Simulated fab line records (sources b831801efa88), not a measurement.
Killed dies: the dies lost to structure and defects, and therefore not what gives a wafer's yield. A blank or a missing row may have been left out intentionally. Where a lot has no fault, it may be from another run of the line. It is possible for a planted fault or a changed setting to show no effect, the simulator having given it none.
Lot-split experiment + flow gf180mcu + on a route of 602 steps: 5 lots, 27 wafers read

## SPLIT DETAILS
At GF_TOP_METAL_SPUTTER_04 (material TiN, target thk 25 nm, time 20.8 s), the setting time s was moved away from the recipe's 20.8 s on 12 of the 27 wafers read, by +24.4% to +48.2%. All remaining wafers had this setting at the recipe value.

Split to reading: the file shows no intervening step.

## THE READING
TOP_METAL_ALCU_THK, in nm, at GF_TOP_METAL_THK_MEAS_06 (measures by xrf). Fault-free wafers of this fab line usually give 880 nm, standard deviation 8.3 nm.

| wafer  | tool, chamber at the split | time s as run, s | against the recipe | TOP_METAL_ALCU_THK, nm | against lot-mates on the recipe |
|--------|----------------------------|------------------|--------------------|------------------------|---------------------------------|
| L075.1 | pvd sputter-02, -          | 20.8             | recipe             | 887                    | -                               |
| L075.2 | pvd sputter-02, -          | 20.8             | recipe             | 888                    | -                               |
| L075.3 | pvd sputter-02, -          | 20.8             | recipe             | 887                    | -                               |
| L075.4 | pvd sputter-02, -          | 25.87            | +24.4%             | 881                    | -6                              |
| L075.5 | pvd sputter-02, -          | 25.87            | +24.4%             | 884                    | -3                              |
| L075.6 | pvd sputter-02, -          | 25.87            | +24.4%             | 879                    | -8                              |
| L076.1 | pvd sputter-04, -          | 30.83            | +48.2%             | 860                    | -19                             |
| L076.2 | pvd sputter-04, -          | 30.83            | +48.2%             | 848                    | -31                             |
| L076.3 | pvd sputter-04, -          | 20.8             | recipe             | 875                    | -                               |
| L076.4 | pvd sputter-04, -          | 20.8             | recipe             | 881                    | -                               |
| L076.5 | pvd sputter-04, -          | 30.83            | +48.2%             | 854                    | -25                             |
| L076.6 | pvd sputter-04, -          | 20.8             | recipe             | 881                    | -                               |
| L079.1 | pvd sputter-04, -          | 26.67            | +28.2%             | 863                    | -17                             |
| L079.2 | pvd sputter-04, -          | 20.8             | recipe             | 880                    | -                               |
| L079.3 | pvd sputter-04, -          | 26.67            | +28.2%             | 873                    | -7                              |
| L079.4 | pvd sputter-04, -          | 26.67            | +28.2%             | 865                    | -15                             |
| L079.5 | pvd sputter-04, -          | 20.8             | recipe             | 878                    | -                               |
| L079.6 | pvd sputter-04, -          | 20.8             | recipe             | 881                    | -                               |
| L080.2 | pvd sputter-04, -          | 20.8             | recipe             | 887                    | -                               |
| L080.4 | pvd sputter-04, -          | 20.8             | recipe             | 885                    | -                               |
| L080.5 | pvd sputter-04, -          | 20.8             | recipe             | 892                    | -                               |
| L082.1 | pvd sputter-02, -          | 20.8             | recipe             | 860                    | -                               |
| L082.2 | pvd sputter-02, -          | 20.8             | recipe             | 869                    | -                               |
| L082.3 | pvd sputter-02, -          | 20.8             | recipe             | 859                    | -                               |
| L082.4 | pvd sputter-02, -          | 28.28            | +36.0%             | 849                    | -14                             |
| L082.5 | pvd sputter-02, -          | 28.28            | +36.0%             | 847                    | -16                             |
| L082.6 | pvd sputter-02, -          | 28.28            | +36.0%             | 855                    | -8                              |

THE FIT
A straight line over all 27 wafers: TOP_METAL_ALCU_THK changes by -0.54 nm for each +1% of time s; r = -0.71; the points scatter about the line by 10 nm.
The same after taking each lot's own level away (the mean of its wafers on the recipe; 27 wafers): -0.444 nm for each +1%; r = -0.89; scatter 4.2 nm.
On that fit, the largest move of time s shifts the reading by 21 nm.
Across the lots, their own levels run from 862.7 to 888.0 nm, a range of 3.1 times the standard deviation given above.
So the lot-to-lot level blurs the effect unless lot-mates are compared.
Check: -21.3 nm against its lot-mates is what the line predicts for one of the wafers moved furthest among these (+48.2%) when that wafer is left out of the fit. It came out at -19 nm against them.

## THE WHOLE CHAIN: every reading that the file lists as answering this split, in the file's order
| step                     | what it does                                | reading                                                                             | change (the file's fit)               | r (the file's) |
|--------------------------|---------------------------------------------|-------------------------------------------------------------------------------------|---------------------------------------|----------------|
| GF_TOP_METAL_SPUTTER_04  | material TiN, target thk 25 nm, time 20.8 s | TiN_of_TOP_METAL_SPUTTER_04.thk nm (the simulator's own value, which no gauge read) | +0.248 nm for each +1% of the setting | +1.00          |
| GF_TOP_METAL_THK_MEAS_06 | measures by xrf                             | TOP_METAL_ALCU_THK                                                                  | -0.435 for each +1% of the setting    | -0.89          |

## FILE'S OWN FIT
TOP_METAL_ALCU_THK changes by -0.435 nm for each +1% of time s, r = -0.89.
